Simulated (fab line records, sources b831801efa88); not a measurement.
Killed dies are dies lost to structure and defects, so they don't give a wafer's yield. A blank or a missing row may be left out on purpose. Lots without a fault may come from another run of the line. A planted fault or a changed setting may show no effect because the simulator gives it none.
Chamber matching | flow gf180mcu | GF_M5_ETCH_09 on rie_diel-04: 4 sister chambers
The step etches Si3N4 in CF4/O2, target depth 52 nm, time 11.6 s. 7 wafers are shown with their chamber, then 8 later ones without.

WAFERS WITH THEIR CHAMBER
wafer  | chamber | drypump_motor_current_A (A) | oes_product_au (a.u.)
L078.1 | 0       | 5.2                         | 0.994
L085.1 | 2       | 6.5                         | 1.005
L085.4 | 3       | 6.1                         | 0.991
L088.2 | 2       | 6.6                         | 1.001
L088.4 | 1       | 5.3                         | 0.999
L088.5 | 3       | 6.0                         | 0.998
L090.1 | 0       | 5.1                         | 0.985

WAFERS WITHOUT THEIR CHAMBER
wafer  | drypump_motor_current_A (A) | oes_product_au (a.u.)
L090.3 | 6.5                         | 1.004
L090.4 | 6.0                         | 1.000
L091.1 | 6.1                         | 1.002
L091.3 | 5.4                         | 0.995
L091.4 | 6.6                         | 0.997
L094.1 | 5.3                         | 0.991
L094.5 | 5.4                         | 0.994
L094.6 | 6.5                         | 0.991

WHICH CHAMBER EACH WENT THROUGH
wafer  | from the rows above     | in truth
L090.3 | 2                       | 2
L090.4 | 3                       | 3
L091.1 | 3                       | 3
L091.3 | 1                       | 1
L091.4 | 2                       | 2
L094.1 | can't be placed: 1 or 0 | 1
L094.5 | can't be placed: 1 or 0 | 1
L094.6 | 2                       | 2
Placed correctly: 6 of 8. Can't be placed from these rows: 2 (the true chamber is among the candidates in 2). Placed wrongly: 0.
How it was worked out, from the rows above alone: a wafer's distance from a chamber is the root of the sum, over the readings, of the square of ((its reading less the chamber's mean) divided by the reading's scatter). The wafer belongs to the nearest chamber; if the next one is less than 2 further off, it can't be placed. A chamber's mean is the mean of its shown wafers. The scatter: the root of (the sum of the squares of (reading less its chamber's mean) over the shown wafers, divided by (wafers less chambers)).
